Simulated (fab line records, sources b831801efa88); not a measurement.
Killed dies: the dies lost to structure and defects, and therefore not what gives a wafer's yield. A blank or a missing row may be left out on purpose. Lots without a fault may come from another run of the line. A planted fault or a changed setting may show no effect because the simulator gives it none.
Which tool is to blame? | flow sky130 | 14 lots with 42 wafers sampled at 2 steps, on a route of 708 steps

## WHAT EACH GAUGE READ, for each wafer
SKY_SONOS_ONO_THK_MEAS_01. Usual: SONOS_ONO_OXIDATION_THK 2.62 nm, standard deviation 0.049.
lot  | measured     | on            | SONOS_ONO_OXIDATION_THK (nm) | flag
L344 | day 11 09:49 | film-metro-03 | 2.48 2.47 2.55               |
L345 | day 11 21:47 | film-metro-02 | 2.56 2.62 2.65               |
L346 | day 12 00:37 | film-metro-03 | 2.50 2.57 2.61               |
L347 | day 12 04:17 | film-metro-02 | 2.55 2.56 2.67               |
L348 | day 13 10:31 | film-metro-02 | 2.54 2.54 2.65               |
L350 | day 14 10:38 | film-metro-02 | 2.64 2.62 2.59               |
L351 | day 14 10:38 | film-metro-03 | 2.58 2.67 2.63               |
L352 | day 14 14:56 | film-metro-02 | 2.63 2.68 2.68               |
L353 | day 15 00:07 | film-metro-04 | 2.71 2.79 2.72               |
L354 | day 15 09:31 | film-metro-03 | 2.78 2.78 2.73               |
L357 | day 16 00:56 | film-metro-04 | 2.57 2.53 2.58               |
L365 | day 18 16:27 | film-metro-04 | 2.55 2.60 2.59               |
L366 | day 18 16:27 | film-metro-02 | 2.49 2.59 2.58               |
L367 | day 19 02:20 | film-metro-03 | 2.60 2.67 2.71               |

## EACH LOT AND THE TOOL THAT RAN IT (in order: tool; ch and the chambers of the sampled wafers; start)
lot  | SKY_SONOS_ONO_OXIDATION_00
L344 | furnace-02 ch 0, day 11 08:27
L345 | furnace-02 ch 0, day 11 20:27
L346 | furnace-01 ch 0, day 11 23:15
L347 | furnace-02 ch 0, day 12 02:57
L348 | furnace-01 ch 0, day 13 09:08
L350 | furnace-01 ch 0, day 14 09:17
L351 | furnace-01 ch 0, day 14 09:17
L352 | furnace-01 ch 0, day 14 13:35
L353 | furnace-01 ch 0, day 14 22:45
L354 | furnace-01 ch 0, day 15 08:10
L357 | furnace-02 ch 0, day 15 23:34
L365 | furnace-01 ch 0, day 18 15:05
L366 | furnace-01 ch 0, day 18 15:05
L367 | furnace-01 ch 0, day 19 00:59
- SKY_SONOS_ONO_OXIDATION_00: stabilise 600 s, purge 300 s, target thk 2.6 nm.

## AS READ BY THE TOOLS THEMSELVES (means over the sampled wafers that have a number; for cases with no such wafer, the mark the record gives instead)
SKY_SONOS_ONO_OXIDATION_00. Usual: spike-tc-centre-C 801.4 C, standard deviation 1.2; spike-tc-lower-C 801.1 C, standard deviation 1.2; spike-tc-top-C 812.9 C, standard deviation 1.5; spike-tc-upper-C 799.9 C, standard deviation 1; tube-center-temp-C 799.99 C, standard deviation 0.066; tube_center_temp_C_max 802.0, standard deviation 0.34; zone-power-bottom-pct 22.1 %, standard deviation 0.7.
lot  | tool       | spike-tc-centre-C (C) | spike-tc-lower-C (C) | spike-tc-top-C (C) | spike-tc-upper-C (C) | tube-center-temp-C (C) | tube_center_temp_C_max | zone-power-bottom-pct (%) | flag
L344 | furnace-02 | 799.7                 | 799.8                | 812.1              | 799.5                | 799.96                 | 801.9                  | 23.1                      |
L345 | furnace-02 | 799.5                 | 801.0                | 811.3              | 799.2                | 799.95                 | 802.3                  | 23.4                      |
L346 | furnace-01 | 801.9                 | 800.9                | 812.9              | 800.2                | 799.95                 | 802.1                  | 22.0                      |
L347 | furnace-02 | 799.5                 | 800.9                | 810.8              | 799.0                | 799.98                 | 802.2                  | 23.3                      |
L348 | furnace-01 | 802.9                 | 801.6                | 813.5              | 800.6                | 799.97                 | 801.7                  | 21.8                      |
L350 | furnace-01 | 803.0                 | 799.9                | 814.5              | 800.2                | 799.97                 | 801.6                  | 21.7                      |
L351 | furnace-01 | 801.7                 | 801.8                | 813.5              | 799.3                | 800.03                 | 802.0                  | 21.8                      |
L352 | furnace-01 | 801.5                 | 800.8                | 814.4              | 799.2                | 800.04                 | 802.3                  | 21.7                      |
L353 | furnace-01 | 806.3                 | 804.6                | 818.2              | 804.4                | 803.98                 | 806.0                  | 22.1                      | OFF
L354 | furnace-01 | 806.2                 | 805.8                | 817.3              | 803.7                | 803.97                 | 805.8                  | 21.9                      | OFF
L357 | furnace-02 | 800.4                 | 800.3                | 810.1              | 798.7                | 800.02                 | 802.0                  | 23.2                      |
L365 | furnace-01 | 801.7                 | 800.8                | 813.7              | 800.5                | 799.99                 | 802.0                  | 21.6                      |
L366 | furnace-01 | 801.9                 | 801.5                | 813.4              | 800.4                | 799.97                 | 802.3                  | 22.1                      |
L367 | furnace-01 | 801.3                 | 800.6                | 813.5              | 801.5                | 799.95                 | 802.2                  | 21.7                      |

## THE ANSWER, worked out from the rows above alone
Rule: a lot is off if the mean of its wafers that have a number lies more than 3 standard deviations from the usual mean. Also off: a lot with no number at a reading for which 4 or more lots have one. The other lots that the step has rows for count as sound. The gauges are gone through in route order, then the tools' own readings, and for those a lot's mean is taken as printed above. The first step at which some lot is off is used, and at that step the reading that is off furthest; a lot without a number counts as furthest.
Off at SKY_SONOS_ONO_OXIDATION_00 (tube-center-temp-C): L353, L354.
A tool fits if, at that step or a process step before it, it ran every lot that is off, and no sound lot after the first of them. No candidate that was tried fits.

## WHAT THE SIMULATOR PUT IN
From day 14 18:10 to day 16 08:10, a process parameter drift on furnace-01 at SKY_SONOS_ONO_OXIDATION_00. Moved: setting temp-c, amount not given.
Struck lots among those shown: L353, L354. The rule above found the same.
